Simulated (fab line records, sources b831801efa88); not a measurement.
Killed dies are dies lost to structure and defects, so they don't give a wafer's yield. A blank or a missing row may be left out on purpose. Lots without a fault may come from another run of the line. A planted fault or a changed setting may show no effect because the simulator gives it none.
A struck lot beside a sound one | flow gf180mcu | 16 steps out of a route of 602
Sound: wafers L590.2, L590.3, L590.6. Struck: wafer L603.2. (L603.3, L603.6 of the same lot were not struck and are left out.) The cause comes at the end.
At each step with rows: each side's tool, then ch and its chambers, then its first start. Under that, the readings that differ: sound wafers | struck wafers | difference of the means | sigmas: that difference in standard deviations of wafers without a fault.
alike: readings whose means differ by less than 2 such deviations, and words and numbers that are the same on both sides. not compared: withheld readings, readings that some wafer has no value for, bounds like >300 that may hide the same value, and numbers for which the record gives no deviation and whose values overlap.
The two part at a step that has a row with sigmas, a row that says differs or no value, or rows on one side only. Numbers that don't overlap but have no deviation are shown without sigmas and don't part them. A reading that every wafer of one side lacks parts them only if that side has two wafers or more.

first, 1 step without rows for these wafers: GF_TOP_METAL_CLEAN_19 (cleans in DIW).
GF_PASSIVATION_CVD_00: deposits SiO2 from TEOS, target thk 1000 nm, time 111.95 s.
  sound on pecvd-01 ch 1,2, day 28 01:50; struck on pecvd-01 ch 1, day 31 22:23
  alike: heater_power_w
GF_PASSIVATION_THK_MEAS_01:
  sound on film_metro-04, day 28 01:55; struck on film_metro-03, day 31 22:28
  alike: PASSIVATION_CVD_00_THK
GF_PASSIVATION_CVD_02: deposits Si3N4, target thk 700 nm, time 486.18 s.
  sound on pecvd-03 ch 0,1,2, day 28 01:58; struck on pecvd-04 ch 1, day 31 22:31
  alike: heater_power_w
GF_PASSIVATION_THK_MEAS_03:
  sound on film_metro-03, day 28 02:16; struck on film_metro-01, day 31 22:49
  alike: PASSIVATION_CVD_02_THK
then, 7 steps without rows for these wafers: GF_PASSIVATION_DEHYDRATE_04 (time 60 s); GF_PASSIVATION_HMDS_05 (prime time 60 s); GF_PASSIVATION_COAT_06 (resist thk 4000 nm); GF_PASSIVATION_SOFTBAKE_07; GF_PASSIVATION_EXPOSE_08 (exposes mask Pad, target cd 40000 nm); GF_PASSIVATION_PEB_09; GF_PASSIVATION_DEVELOP_10 (develop time 60 s).
GF_PASSIVATION_ETCH_11: etches the open film in CF4/O2, stops on TiN, target depth 1800 nm, time 400 s.
  sound on rie_diel-02 ch 2,3, day 28 21:10; struck on rie_diel-04 ch 2, day 32 15:19
  reading                                       | sound             | struck | difference | sigmas
  oes_product_au (a.u.)                         | 0.958 0.955 0.970 | 0.886  | -0.075     | -10
  throttle_valve_pct (%)                        | 5.965 5.958 5.961 | 5.942  | -0.019     | -2
  model.PASSIVATION.feature_depth_nm (nm)       | 1677 1672 1715    | 1474   | -214       |
  model.etch.depth_nm (nm)                      | 1677 1672 1715    | 1474   | -214       |
  model.coat_of_PASSIVATION_COAT_06.thk_nm (nm) | 2828 2796 2785    | 2996   | +193       |
  alike: drypump_motor_current_A
  not compared: rf_hours_counter_h
GF_PASSIVATION_STRIP_12: strips in O2/N2.
  sound on plasma_asher-01 ch 0,1, day 28 21:24; struck on plasma_asher-03 ch 1, day 32 15:33
  reading                      | sound             | struck | difference | sigmas
  drypump_motor_current_A (A)  | 6.3 6.6 6.6       | 5.7    | -0.8       | -2
  heater_power_w (W)           | 342 355 346       | 315    | -33        | -3
  strip_time_to_endpoint_s (s) | 34.82 34.43 34.32 | 36.70  | +2.18      | +8
  alike: oes_product_au
  not compared: rf_hours_counter_h
then, 1 step without rows for these wafers: GF_PASSIVATION_ANNEAL_13 (time 1800 s).
GF_PASSIVATION_PROBE_99:
  sound on prober-01, day 28 23:12; struck on prober-02, day 32 17:22
  reading                                        | sound | struck | difference | sigmas
  model.etest.met_top.open                       | 0 0 0 | 1      | +1         |
  model.etest.field_p.under_floor                | 0 0 0 | 1      | +1         |
  model.etest.iso_dnwell_dnwell.under_floor      | 0 0 0 | 1      | +1         |
  model.etest.pwell_in_dnwell.open               | 0 0 0 | 1      | +1         |
  model.etest.ldpmos_10p0.under_floor            | 0 0 0 | 1      | +1         |
  model.etest.gate_to_diffusion_comb.under_floor | 0 0 0 | 1      | +1         |
  model.etest.dnwell_pinched.open                | 0 0 0 | 1      | +1         |
  model.etest.ldnmos_10p0.under_floor            | 0 0 0 | 1      | +1         |

WHERE THEY PART
First at GF_PASSIVATION_ETCH_11; last, within this record, at GF_PASSIVATION_STRIP_12.

WHY: what the simulator had put in
Process parameter drift: rie_diel-04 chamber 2, from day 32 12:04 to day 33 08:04, at GF_PASSIVATION_ETCH_11. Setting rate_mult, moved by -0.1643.
